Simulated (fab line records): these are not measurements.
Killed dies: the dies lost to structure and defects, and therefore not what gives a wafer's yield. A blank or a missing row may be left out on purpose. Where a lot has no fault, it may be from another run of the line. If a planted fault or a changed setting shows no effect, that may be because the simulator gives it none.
Which tool is to blame? -- flow gf180mcu -- 14 lots, 42 wafers sampled, at 5 steps of a route of 602

## WHAT EACH GAUGE READ, for each wafer
GF_LVPWELL_TW_MEAS_11.
lot,measured,on,LVPWELL_TW
L555,day 3 20:46,film_metro-02,558 562 558
L557,day 4 11:22,film_metro-01,565 566 562
L558,day 4 14:07,film_metro-04,550 548 551
L560,day 5 00:56,film_metro-02,559 559 557
L561,day 5 05:15,film_metro-02,555 557 559
L562,day 5 13:57,film_metro-02,558 555 559
L563,day 5 18:30,film_metro-02,556 557 557
L565,day 6 05:47,film_metro-01,565 564 562
L566,day 6 10:38,film_metro-02,562 559 564
L567,day 6 19:36,film_metro-01,564 565 565
L568,day 7 00:22,film_metro-04,555 557 555
L569,day 7 05:38,film_metro-04,556 558 555
L577,day 9 00:20,film_metro-04,557 555 555
L578,day 9 08:35,film_metro-04,553 553 553

GF_MVSD_OVL_MEAS_07.
lot,measured,on,MVSD_OVL (nm)
L555,day 4 10:23,overlay-02,-1.7 -1.3 -2.0
L557,day 5 00:28,overlay-02,1.6 0.2 1.5
L558,day 5 03:52,overlay-02,1.2 0.1 -1.1
L560,day 5 15:10,overlay-02,-1.0 -0.8 -1.2
L561,day 5 19:25,overlay-01,-0.5 0.4 0.1
L562,day 6 04:16,overlay-02,-0.8 0.2 -1.5
L563,day 6 08:40,overlay-02,-1.9 -1.9 -0.4
L565,day 6 20:29,overlay-02,0.4 -2.1 0.3
L566,day 7 02:40,overlay-02,-1.6 -1.3 -2.3
L567,day 7 10:52,overlay-01,0.5 0.2 -0.6
L568,day 7 16:05,overlay-01,0.6 -0.1 -0.4
L569,day 7 21:07,overlay-02,0.1 -1.3 0.5
L577,day 9 17:31,overlay-01,-1.5 -2.8 -3.1
L578,day 10 02:37,overlay-01,-1.4 -0.8 -0.9

GF_MVPSD_TW_MEAS_11.
lot,measured,on,MVPSD_TW
L555,day 5 00:37,film_metro-02,548 546 548
L557,day 5 16:15,film_metro-01,555 557 555
L558,day 5 19:09,film_metro-01,556 559 557
L560,day 6 06:26,film_metro-04,547 543 543
L561,day 6 11:47,film_metro-01,556 559 558
L562,day 6 19:48,film_metro-04,543 545 547
L563,day 7 00:06,film_metro-02,559 557 556
L565,day 7 12:47,film_metro-02,553 554 552
L566,day 7 19:04,film_metro-04,545 549 547
L567,day 8 04:16,film_metro-01,554 553 557
L568,day 8 09:40,film_metro-01,554 555 551
L569,day 8 14:31,film_metro-02,553 553 550
L577,day 10 12:08,film_metro-02,541 542 543
L578,day 10 21:11,film_metro-01,552 553 550

GF_VT_IMPLANT_RS_MEAS_49: uses a four-point probe to measure.
lot,measured,on,MVPSD_RS (ohm/sq)
L555,day 7 13:04,film_metro-04,1177.0 1180.6 1180.6
L557,day 8 07:14,film_metro-01,1182.6 1181.6 1180.5
L558,day 8 10:51,film_metro-04,1179.8 1182.6 1180.6
L560,day 8 23:26,film_metro-01,1182.8 1181.1 1179.9
L561,day 9 05:13,film_metro-02,1176.2 1178.2 1175.1
L562,day 9 14:37,film_metro-01,1180.7 1174.8 1180.2
L563,day 9 19:33,film_metro-01,1179.2 1177.5 1176.2
L565,day 10 08:49,film_metro-02,1178.1 1176.6 1178.2
L566,day 10 16:41,film_metro-02,1176.1 1177.8 1175.3
L567,day 11 01:43,film_metro-02,1178.4 1179.7 1180.0
L568,day 11 08:52,film_metro-02,1176.1 1178.4 1177.4
L569,day 11 14:46,film_metro-01,1174.8 1178.4 1178.6
L577,day 13 18:40,film_metro-04,1222.4 1219.0 1222.6
L578,day 14 04:16,film_metro-02,1218.0 1217.1 1213.7

## WHAT TOOL EACH LOT RAN ON (gives the tool, then ch and the chambers of the sampled wafers, and finally the start)
lot,GF_MVPSD_IMPLANT_09
L555,"implanter-04 ch 0, day 5 00:22"
L557,"implanter-01 ch 0, day 5 16:01"
L558,"implanter-04 ch 0, day 5 18:55"
L560,"implanter-03 ch 0, day 6 06:11"
L561,"implanter-03 ch 0, day 6 11:32"
L562,"implanter-04 ch 0, day 6 19:34"
L563,"implanter-03 ch 0, day 6 23:52"
L565,"implanter-01 ch 0, day 7 12:32"
L566,"implanter-04 ch 0, day 7 18:49"
L567,"implanter-03 ch 0, day 8 04:01"
L568,"implanter-01 ch 0, day 8 09:26"
L569,"implanter-04 ch 0, day 8 14:16"
L577,"implanter-01 ch 0, day 10 11:53"
L578,"implanter-01 ch 0, day 10 20:56"
- GF_MVPSD_IMPLANT_09

## WHAT THE TOOLS THEMSELVES READ (means of the sampled wafers that have a number; where no wafer has one, the mark that the record gives instead)
GF_MVPSD_IMPLANT_09.
lot,tool,beam_on_s (s),faraday_current_uA
L555,implanter-04,9.98,28.2
L557,implanter-01,9.93,28.3
L558,implanter-04,10.01,28.1
L560,implanter-03,9.94,28.4
L561,implanter-03,10.21,27.7
L562,implanter-04,10.08,28.0
L563,implanter-03,9.94,28.4
L565,implanter-01,10.14,27.8
L566,implanter-04,9.97,28.2
L567,implanter-03,9.96,28.2
L568,implanter-01,10.04,28.0
L569,implanter-04,9.78,28.8
L577,implanter-01,8.45,33.4
L578,implanter-01,8.34,33.8

## THE ANSWER, worked out from the rows above alone
Rule: what is usual is taken from the lots themselves. The widest of any qualifying gaps counts: lots, ordered by their means at a reading, are off when they make up no more than a third of the lots, leave a main group of 4 or more, and stand apart from it by 3 or more times the standard deviation of that group's means. A main group is skipped when, at the precision printed for the reading in the tables above, its means are all equal. Also off: a lot with no number at a reading for which 4 or more lots have one. All remaining lots with rows at the step are treated as sound. After the gauges, taken in route order, come the tools' own readings; for these a lot's mean is taken, as printed above. At the first step where some lot is off, the reading lying furthest off is the one used; lots without a number count as furthest.
Off: L577, L578, seen at GF_VT_IMPLANT_RS_MEAS_49 (MVPSD_RS). Mean 1178.7 ohm/sq and standard deviation 1.8 in the main group.
If a tool, at a process step before that reading, ran all the lots that are off and no sound lot after the first of them, it fits. The gauges at GF_VT_IMPLANT_RS_MEAS_49 aren't tried: what is off there is off at GF_MVPSD_IMPLANT_09 too, on other tools, and a gauge's error can't cause that. One fits: implanter-01 at GF_MVPSD_IMPLANT_09. A fault onset in the window from L568 (day 8 09:26, its last sound lot) to L577 (day 10 11:53, its first lot off) fits.
The tool's own readings at GF_MVPSD_IMPLANT_09 bear it out: on the lots that are off they differ by more than 5 times the standard deviation of the sound lots' means. beam_on_s reads 8.39 s there against 10.00 s on the sound lots; faraday_current_uA reads 33.6 there against 28.2 on the sound lots.

## WHAT HAD BEEN PUT IN BY THE SIMULATOR
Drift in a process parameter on implanter-01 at GF_MVPSD_IMPLANT_09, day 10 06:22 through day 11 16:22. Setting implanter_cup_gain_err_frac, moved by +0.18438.
Shown lots that were struck: L577, L578. Same finding as the rule above.
